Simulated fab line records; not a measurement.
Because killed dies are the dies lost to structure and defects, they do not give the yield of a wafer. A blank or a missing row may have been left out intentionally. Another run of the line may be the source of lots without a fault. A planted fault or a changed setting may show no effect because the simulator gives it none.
The tool behind it: which one? | flow sky130 | Sampling: 12 lots, 36 wafers, 3 of 708 route steps

WHAT EACH GAUGE READ, for each wafer
SKY_SONOS_ONO_THK_MEAS_03.
lot  | measured     | on           | SONOS_ONO_CVD_02_THK (nm)
L624 | day 12 18:39 | filmMetro-03 | 10.64 10.45 10.53
L627 | day 13 16:32 | filmMetro-03 | 10.34 10.43 10.50
L626 | day 13 17:35 | filmMetro-01 | 10.63 10.50 10.56
L628 | day 14 08:35 | filmMetro-03 | 10.74 10.59 10.73
L630 | day 14 22:32 | filmMetro-04 | 10.44 10.40 10.33
L633 | day 15 05:56 | filmMetro-04 | 10.39 10.42 10.33
L640 | day 17 03:03 | filmMetro-01 | 10.56 10.38 10.45
L641 | day 17 15:53 | filmMetro-04 | 10.51 10.50 10.63
L642 | day 17 22:44 | filmMetro-01 | 10.59 10.53 10.56
L644 | day 18 09:00 | filmMetro-03 | 10.46 10.44 10.48
L645 | day 18 16:56 | filmMetro-04 | 10.68 10.75 10.72
L647 | day 19 09:55 | filmMetro-01 | 10.59 10.77 10.65

SKY_LDD_N_OVL_MEAS_07.
lot  | measured     | on         | LDD_N_OVL (nm)
L624 | day 19 05:00 | overlay-02 | 1.0 1.6 1.2
L627 | day 20 09:43 | overlay-02 | 0.1 0.9 0.6
L626 | day 20 10:00 | overlay-02 | 0.0 1.1 -0.3
L628 | day 21 03:20 | overlay-02 | -1.7 -0.7 -2.6
L630 | day 21 14:36 | overlay-01 | 1.5 1.8 1.4
L633 | day 22 04:34 | overlay-01 | -1.5 0.0 -1.7
L640 | day 24 00:18 | overlay-02 | 1.8 -0.5 1.1
L641 | day 24 16:09 | overlay-02 | 0.3 0.7 0.5
L642 | day 24 17:09 | overlay-02 | -1.1 -2.3 -1.8
L644 | day 25 00:49 | overlay-01 | 1.2 0.8 2.5
L645 | day 25 14:30 | overlay-01 | 2.7 1.9 2.8
L647 | day 26 00:59 | overlay-01 | 2.5 1.2 1.4

WHAT TOOL EACH LOT RAN ON (gives the tool, then ch and the chambers of the sampled wafers, and finally the start)
lot  | SKY_SONOS_ONO_STRIP_17
L624 | plasmaAsher-02 ch 0,1, day 13 21:25
L627 | plasmaAsher-02 ch 0,1, day 14 20:22
L626 | plasmaAsher-02 ch 0, day 14 21:46
L628 | plasmaAsher-01 ch 0, day 15 14:25
L630 | plasmaAsher-04 ch 1, day 16 03:11
L633 | plasmaAsher-02 ch 0,1, day 16 10:55
L640 | plasmaAsher-01 ch 0,1, day 18 08:26
L641 | plasmaAsher-04 ch 0,1, day 18 22:12
L642 | plasmaAsher-02 ch 0,1, day 19 04:22
L644 | plasmaAsher-02 ch 0,1, day 19 15:11
L645 | plasmaAsher-04 ch 0, day 20 00:58
L647 | plasmaAsher-01 ch 0,1, day 20 18:19
- SKY_SONOS_ONO_STRIP_17: strips in O2/N2.

AS READ BY THE TOOLS THEMSELVES (means over the sampled wafers that have a number; for cases with no such wafer, the mark the record gives instead)
SKY_SONOS_ONO_STRIP_17.
lot  | tool           | drypumpMotorCurrentA (A) | o2FlowSccm (sccm) | oesProductAu (a.u.) | stripTimeToEndpointS (s)
L624 | plasmaAsher-02 | 5.5                      | 3003              | 0.713               | 14.08
L627 | plasmaAsher-02 | 5.2                      | 3005              | 0.709               | 14.11
L626 | plasmaAsher-02 | 4.7                      | 2997              | 0.711               | 14.08
L628 | plasmaAsher-01 | 5.3                      | 2994              | 0.713               | 14.10
L630 | plasmaAsher-04 | 6.0                      | 2997              | 0.707               | 14.11
L633 | plasmaAsher-02 | 5.2                      | 2989              | 0.708               | 14.14
L640 | plasmaAsher-01 | 5.6                      | 3003              | 0.705               | 14.05
L641 | plasmaAsher-04 | 5.5                      | 3003              | 0.705               | 14.14
L642 | plasmaAsher-02 | 5.5                      | 2995              | 0.708               | 14.12
L644 | plasmaAsher-02 | 5.1                      | 2999              | 0.711               | 14.09
L645 | plasmaAsher-04 | 5.2                      | 3004              | 0.707               | 14.06
L647 | plasmaAsher-01 | 5.9                      | 3000              | 0.707               | 14.03

THE ANSWER, worked out from the rows above alone
Rule: usual is defined by the lots themselves. Put in order of their means at a reading, lots are off if they are a third of the lots or fewer, leave a main group of 4 or more, and stand apart from it by a gap of 3 or more times the standard deviation of the main group's means; of several such gaps the widest counts. If all means in a main group match to the digits the tables above print for the reading, that group is not used. Also off: a lot with no number at a reading for which 4 or more lots have one. All remaining lots with rows at the step are treated as sound. After the gauges, taken in route order, come the tools' own readings; for these a lot's mean is taken, as printed above. The first step at which some lot is off is used, and at that step the reading that is off furthest; a lot without a number counts as furthest.
Across all readings shown, no lot is off: no conclusion can be drawn from this.

WHAT HAD BEEN PUT IN BY THE SIMULATOR
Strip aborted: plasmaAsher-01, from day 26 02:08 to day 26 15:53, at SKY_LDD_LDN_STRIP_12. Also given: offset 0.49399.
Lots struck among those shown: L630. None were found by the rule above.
